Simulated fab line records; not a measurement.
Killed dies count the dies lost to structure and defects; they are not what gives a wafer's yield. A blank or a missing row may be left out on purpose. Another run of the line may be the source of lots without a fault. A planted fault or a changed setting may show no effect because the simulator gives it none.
Which of the tools did it? / flow sky130 / 18 wafers from 6 lots sampled at 5 of the route's 708 steps

## WHAT THE GAUGES SHOWED, per wafer
SKY_VIA3_THK_MEAS_01.
lot=L855; measured=day 39 02:56; on=filmMetro-04; VIA3_HDPCVD_THK (nm)=1646 1674 1663
lot=L860; measured=day 40 20:38; on=filmMetro-01; VIA3_HDPCVD_THK (nm)=1363 1328 1301
lot=L863; measured=day 42 00:22; on=filmMetro-04; VIA3_HDPCVD_THK (nm)=1653 1651 1644
lot=L868; measured=day 42 23:23; on=filmMetro-01; VIA3_HDPCVD_THK (nm)=1663 1636 1676
lot=L873; measured=day 44 21:34; on=filmMetro-02; VIA3_HDPCVD_THK (nm)=1651 1659 1624
lot=L874; measured=day 45 02:20; on=filmMetro-02; VIA3_HDPCVD_THK (nm)=1642 1630 1619

## TOOL THAT RAN EACH LOT (tool first, then ch and the chambers of the sampled wafers, then the start)
lot=L855; SKY_METAL3_SPUTTER_01=pvdSputter-04, day 36 20:55; SKY_CAPM_CVD_00=pecvd-04 ch 0,1,2, day 36 21:02; SKY_METAL3_ETCH_17=rieDiel-01 ch 0,1,2, day 39 01:55; SKY_VIA3_HDPCVD_00=hdpcvd-02 ch 1,2, day 39 02:46
lot=L860; SKY_METAL3_SPUTTER_01=pvdSputter-04, day 38 17:35; SKY_CAPM_CVD_00=pecvd-02 ch 0,1, day 38 17:43; SKY_METAL3_ETCH_17=rieDiel-02 ch 0,2, day 40 19:41; SKY_VIA3_HDPCVD_00=hdpcvd-01 ch 0,2, day 40 20:28
lot=L863; SKY_METAL3_SPUTTER_01=pvdSputter-04, day 39 22:04; SKY_CAPM_CVD_00=pecvd-02 ch 0,1,2, day 39 22:11; SKY_METAL3_ETCH_17=rieDiel-03 ch 0,2,3, day 41 23:24; SKY_VIA3_HDPCVD_00=hdpcvd-02 ch 0,1, day 42 00:11
lot=L868; SKY_METAL3_SPUTTER_01=pvdSputter-03, day 40 23:07; SKY_CAPM_CVD_00=pecvd-01 ch 0,2, day 40 23:15; SKY_METAL3_ETCH_17=rieDiel-02 ch 0,2,3, day 42 22:23; SKY_VIA3_HDPCVD_00=hdpcvd-02 ch 0,1,2, day 42 23:16
lot=L873; SKY_METAL3_SPUTTER_01=pvdSputter-03, day 42 22:05; SKY_CAPM_CVD_00=pecvd-04 ch 0,1,2, day 42 22:13; SKY_METAL3_ETCH_17=rieDiel-01 ch 2,3, day 44 20:37; SKY_VIA3_HDPCVD_00=hdpcvd-02 ch 0,2, day 44 21:24
lot=L874; SKY_METAL3_SPUTTER_01=pvdSputter-02, day 43 03:38; SKY_CAPM_CVD_00=pecvd-02 ch 1,2, day 43 03:46; SKY_METAL3_ETCH_17=rieDiel-03 ch 0,1,2, day 45 01:19; SKY_VIA3_HDPCVD_00=hdpcvd-01 ch 0,1,2, day 45 02:09
- SKY_METAL3_SPUTTER_01: material TiN, target thk 20 nm, time 16.7 s.
- SKY_CAPM_CVD_00: deposits SiO2, target thk 15.5 nm.
- SKY_METAL3_ETCH_17: etches SiO2 in C4F8/O2/Ar, stops on TiN, time 3.9 s, target depth 15 nm.
- SKY_VIA3_HDPCVD_00: deposits SiO2, target thk 1635 nm, time 272.5 s.

## THE ANSWER, worked out from the rows above alone
Rule: usual is defined by the lots themselves. The widest of any qualifying gaps counts: lots, ordered by their means at a reading, are off when they make up no more than a third of the lots, leave a main group of 4 or more, and stand apart from it by 3 or more times the standard deviation of that group's means. A main group is skipped when, at the precision printed for the reading in the tables above, its means are all equal. Also off: a lot with no number at a reading for which 4 or more lots have one. The other lots that the step has rows for count as sound.
Off: L860, at SKY_VIA3_THK_MEAS_01 (VIA3_HDPCVD_THK). Main group: mean 1649 nm, sd 11.
If a tool, at a process step before that reading, ran all the lots that are off and no sound lot after the first of them, it fits. The gauges at SKY_VIA3_THK_MEAS_01 are tried like those tools. None of those tried fits.

## WHAT THE SIMULATOR HAD INSERTED
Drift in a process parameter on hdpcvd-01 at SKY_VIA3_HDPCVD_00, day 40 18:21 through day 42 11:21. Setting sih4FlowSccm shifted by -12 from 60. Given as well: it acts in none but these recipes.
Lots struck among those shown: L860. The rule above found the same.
